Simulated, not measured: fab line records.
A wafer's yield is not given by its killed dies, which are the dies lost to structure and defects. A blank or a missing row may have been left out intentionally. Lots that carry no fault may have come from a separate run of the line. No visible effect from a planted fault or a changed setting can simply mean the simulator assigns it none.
Which tool did it?    flow sky130    Sampling: 12 lots, 36 wafers, 3 of 708 route steps

WHAT THE GAUGES READ, wafer by wafer
SKY_VIA3_CD_MEAS_12: target cd 200 nm.
lot   measured      on         cd nm (nm)
L674  day 39 22:00  cd sem-01  199.9 199.5 199.4
L676  day 40 09:17  cd sem-02  200.6 200.5 199.8
L679  day 42 07:02  cd sem-02  200.7 200.6 200.2
L678  day 42 08:05  cd sem-02  202.9 202.7 202.5
L684  day 42 23:23  cd sem-02  196.9 199.0 197.5
L685  day 43 10:53  cd sem-02  200.2 199.2 198.7
L686  day 43 14:59  cd sem-01  198.3 199.3 197.6
L687  day 43 18:08  cd sem-02  197.6 198.7 199.4
L688  day 44 01:41  cd sem-01  201.1 202.2 202.2
L689  day 44 11:29  cd sem-01  201.6 199.2 199.0
L691  day 45 07:34  cd sem-01  200.6 199.6 198.9
L696  day 45 18:23  cd sem-02  200.4 199.5 199.2

SKY_CAP2M_OVL_MEAS_12.
lot   measured      on          CAP2M_OVL (nm)
L674  day 40 23:45  overlay-02  -1.5 -0.9 -0.1
L676  day 41 08:38  overlay-02  1.1 0.1 0.5
L679  day 43 07:29  overlay-02  -0.2 -0.9 -1.7
L678  day 43 08:26  overlay-02  -0.2 0.4 0.0
L684  day 43 23:02  overlay-01  1.1 2.0 0.2
L685  day 44 11:37  overlay-02  -2.4 -2.9 -3.6
L686  day 44 15:16  overlay-02  0.7 -1.0 0.2
L687  day 44 17:32  overlay-02  -1.9 -0.7 -1.6
L688  day 45 00:25  overlay-01  1.3 3.0 3.1
L689  day 45 10:55  overlay-01  -0.2 0.9 1.4
L691  day 46 05:55  overlay-02  1.3 0.8 -0.8
L696  day 46 16:31  overlay-01  1.1 4.7 3.7

EACH LOT AND THE TOOL THAT RAN IT (in order: tool; ch and the chambers of the sampled wafers; start)
lot   SKY_METAL4_SPUTTER_01
L674  pvd sputter-03, day 39 23:45
L676  pvd sputter-03, day 40 10:53
L679  pvd sputter-04, day 42 08:35
L678  pvd sputter-04, day 42 09:38
L684  pvd sputter-03, day 43 01:01
L685  pvd sputter-03, day 43 12:46
L686  pvd sputter-03, day 43 16:34
L687  pvd sputter-03, day 43 19:41
L688  pvd sputter-01, day 44 03:18
L689  pvd sputter-03, day 44 13:04
L691  pvd sputter-04, day 45 09:08
L696  pvd sputter-04, day 45 19:56
- SKY_METAL4_SPUTTER_01: material TiN, target thk 20 nm, time 16.7 s.

AS READ BY THE TOOLS THEMSELVES (means over the sampled wafers that have a number; for cases with no such wafer, the mark the record gives instead)
SKY_METAL4_SPUTTER_01.
lot   tool            chamber pressure pa (Pa)  throttle valve pct (%)
L674  pvd sputter-03  0.4003                    30.8
L676  pvd sputter-03  0.4001                    30.9
L679  pvd sputter-04  0.3997                    30.6
L678  pvd sputter-04  0.4006                    30.6
L684  pvd sputter-03  0.3999                    30.4
L685  pvd sputter-03  0.3992                    30.7
L686  pvd sputter-03  0.3998                    30.0
L687  pvd sputter-03  0.3704                    31.8
L688  pvd sputter-01  0.4000                    29.4
L689  pvd sputter-03  0.3705                    31.8
L691  pvd sputter-04  0.3999                    30.2
L696  pvd sputter-04  0.3999                    30.7

THE ANSWER, worked out from the rows above alone
Rule: the lots themselves supply what counts as usual. Put in order of their means at a reading, lots are off if they are a third of the lots or fewer, leave a main group of 4 or more, and stand apart from it by a gap of 3 or more times the standard deviation of the main group's means; of several such gaps the widest counts. A main group is skipped when, at the precision printed for the reading in the tables above, its means are all equal. A lot without any number at a reading at which 4 lots or more have one is off too. All remaining lots with rows at the step are treated as sound. After the gauges, taken in route order, come the tools' own readings; for these a lot's mean is taken, as printed above. At the first step where some lot is off, the reading lying furthest off is the one used; lots without a number count as furthest.
Off, at SKY_METAL4_SPUTTER_01 on chamber pressure pa: L687, L689. The main group has a mean of 0.3999 Pa with a standard deviation of 0.00035.
A tool fits if, at that step or a process step before it, it ran every lot that is off, and no sound lot after the first of them. One fits: SKY_METAL4_SPUTTER_01 on pvd sputter-03. A fault onset in the window from L686 (day 43 16:34, its last sound lot) to L687 (day 43 19:41, its first lot off) fits.
The tool's own readings at SKY_METAL4_SPUTTER_01 bear it out: on the lots that are off they differ by more than 5 times the standard deviation of the sound lots' means. chamber pressure pa reads 0.3705 Pa there against 0.3999 Pa on the sound lots.

WHAT THE SIMULATOR PUT IN
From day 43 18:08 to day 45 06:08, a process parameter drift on pvd sputter-03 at SKY_METAL4_SPUTTER_01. From 0.4, the setting chamber pressure pa moved by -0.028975. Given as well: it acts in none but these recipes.
Shown lots that were struck: L687, L689. Same finding as the rule above.
